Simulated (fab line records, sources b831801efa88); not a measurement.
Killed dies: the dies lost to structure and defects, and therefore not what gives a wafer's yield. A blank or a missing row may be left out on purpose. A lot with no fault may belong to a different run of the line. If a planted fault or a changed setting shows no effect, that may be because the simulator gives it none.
Problem report in the 8D (eight disciplines) form, filled by code -- flow gf180mcu -- the parts of the form that need people (team, actions taken, sign-off) are left out

== 1. WHAT WENT WRONG ==
Wafers without a fault read 310.03, standard deviation 0.29; exposure dose mJ cm2 at GF_PASSIVATION_EXPOSE_08 reads a mean of 315.26 on 6 wafers belonging to 2 lots. That puts it +18 standard deviations away from the usual mean.
The step: exposes mask Pad, target cd 40000 nm.
Earliest sighting: wafer L807.1 on iline stepper-02 at day 31 20:25. The record has a number at this step for 39 wafers belonging to 13 lots. Rule for "out" (also "out of limits"): further than 4 standard deviations from the usual mean. All remaining wafers that have a number are taken as sound.

== 2. WHAT IT IS, WHAT IT ISN'T ==
question,is,is not
which readings at this step,exposure dose mJ cm2,-
which lots,"L807, L811","L796, L797, L798, L799, L800, L801, L802, L803, L805, L813, L819"
which wafers of those lots,all that have a number,-
read on which tools,iline stepper-02,iline stepper-01
when,from day 31 20:25,"up to then (27 sound wafers); but 6 sound wafers of L813, L819 came after"

== 3. THE SUSPECTS, EACH WITH WHAT RULES IT OUT ==
Counting: a tool at any process step up to the reading remains a suspect when it ran all the lots that are out and ran no sound lot after the first of those.
- pvd sputter-04 at GF_V4_SPUTTER_21 (material Ti, target thk 15 nm, time 80.02 s): kept. It processed each lot that is out, first L807 at day 28 03:19, and no sound lot thereafter; up to then, the last sound lot it processed was L798 at day 25 01:05.
- pvd sputter-04 at GF_V4_SPUTTER_22 (material TiN, target thk 10 nm, time 40 s): kept. It processed each lot that is out, first L807 at day 28 03:22, and no sound lot thereafter; up to then, the last sound lot it processed was L798 at day 25 01:08.
- iline stepper-02 at GF_PASSIVATION_EXPOSE_08 (exposes mask Pad, target cd 40000 nm): kept. It processed each lot that is out, first L807 at day 31 20:25, and no sound lot thereafter; up to then, the last sound lot it processed was L803 at day 30 15:50. On those wafers its own readings are out: exposure dose mJ cm2.
After the count, these remain: pvd sputter-04 at GF_V4_SPUTTER_21, pvd sputter-04 at GF_V4_SPUTTER_22 and iline stepper-02 at GF_PASSIVATION_EXPOSE_08.

== 4. THE CAUSE (what the simulator had put in) ==
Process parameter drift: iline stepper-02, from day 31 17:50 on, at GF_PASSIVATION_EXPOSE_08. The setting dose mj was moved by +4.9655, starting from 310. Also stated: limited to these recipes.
3 suspects survive the count, and this tool is in that group.

== 5. THE CHAIN OF EFFECTS, in route order ==
Rows list readings where the struck wafers' mean (over those with a number) sits beyond 3 standard deviations from the usual. Scope: only readings with a usual standard deviation given in the record; hours: median across lots of the time from each lot's start at the first step in this table that gives one to its start at this step; sigmas: change in usual standard deviations.
hours,step,reading,usual,on struck wafers,change,sigmas
0,GF_PASSIVATION_EXPOSE_08,exposure dose mJ cm2,310.03,315.26,+5.23,+18
Here are the process steps it includes:
- GF_PASSIVATION_EXPOSE_08: exposes mask Pad, target cd 40000 nm.

== 6. HOW IT WOULD HAVE BEEN CAUGHT EARLIER ==
First out-of-limits reading in this record: day 31 20:25, which is 3 hours after fault onset at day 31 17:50.
